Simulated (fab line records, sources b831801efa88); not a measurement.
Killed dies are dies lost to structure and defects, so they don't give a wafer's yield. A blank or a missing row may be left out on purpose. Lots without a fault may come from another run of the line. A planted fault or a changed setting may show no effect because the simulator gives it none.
Problem report in the 8D (eight disciplines) form, filled by code | flow gf180mcu | the parts of the form that need people (team, actions taken, sign-off) are left out

1. THE PROBLEM
V5_CVD_00_THK at GF_V5_THK_MEAS_01 reads a mean of 357 nm on 5 wafers of 2 lots; wafers without a fault read 298 nm with a standard deviation of 3.6. That is +16 standard deviations from the usual mean.
First seen on wafer L523.2, day 32 02:05, on film_metro-03. The record holds 38 wafers of 13 lots with a number at this step. Rule for "out", or "out of limits": more than 4 standard deviations from the usual mean. The other wafers with a number count as sound.

2. WHAT IT IS AND WHAT IT IS NOT
question                    | is                           | is not
which readings at this step | V5_CVD_00_THK                | -
which lots                  | L523, L526                   | L505, L506, L507, L508, L509, L510, L511, L512, L515, L516, L525
which wafers of those lots  | all that have a number       | -
read on which gauges        | film_metro-02, film_metro-03 | film_metro-04
when                        | from day 32 02:05            | up to then (30 sound wafers); but 3 sound wafers of L525 came after

3. SUSPECTS, AND WHAT RULES EACH OUT
Counting: a tool at a process step up to the reading stays a suspect if it ran every lot that is out and no sound lot after the first of them.
- the gauge at GF_V5_THK_MEAS_01: ruled out. The wafers that are out were read on 2 gauges (film_metro-02, film_metro-03).
- hdpcvd-01 at GF_V5_CVD_00 (deposits SiO2, target thk 300 nm, time 50 s): kept. It ran every lot that is out, first L523 (day 32 02:02), and no sound lot after that; its last sound lot up to then is L515 (day 30 00:16). Its own readings are out on those wafers: sih4_flow_sccm.
Left after counting: hdpcvd-01 at GF_V5_CVD_00.

4. THE CAUSE (what the simulator had put in)
Process parameter drift: hdpcvd-01, from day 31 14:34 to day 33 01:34, at GF_V5_CVD_00. Setting sih4_flow_sccm, moved by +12, from 60. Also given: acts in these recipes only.
Counting left only this tool.

5. THE CHAIN OF EFFECTS, in route order
Each row: a reading whose mean over the struck wafers that have a number lies more than 3 standard deviations from the usual. Only readings for which the record gives a usual standard deviation are gone through. hours: the time from each lot's start at the first step in this table that gives one to its start at this step, as a median over the lots. sigmas: the change in usual standard deviations.
hours | step              | reading        | usual      | on struck wafers | change | sigmas
0     | GF_V5_CVD_00      | sih4_flow_sccm | 59.98 sccm | 71.94            | +11.96 | +63
0     | GF_V5_THK_MEAS_01 | V5_CVD_00_THK  | 298 nm     | 357              | +59    | +16
The process steps in it:
- GF_V5_CVD_00: deposits SiO2, target thk 300 nm, time 50 s.

6. WHAT WOULD HAVE CAUGHT IT SOONER
In this record the first reading out of limits at a measuring or inspecting step was taken at day 32 02:05, 12 hours after the fault began at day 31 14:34.
The tool's own readings at GF_V5_CVD_00 were out on every struck wafer that the step has a row for (sih4_flow_sccm): an alarm limit on them would have fired on the first of those.
Of the lots that are out (2), L526 began GF_V5_CVD_00 on hdpcvd-01 after day 32 02:05. A hold on the tool at that time would have spared it.
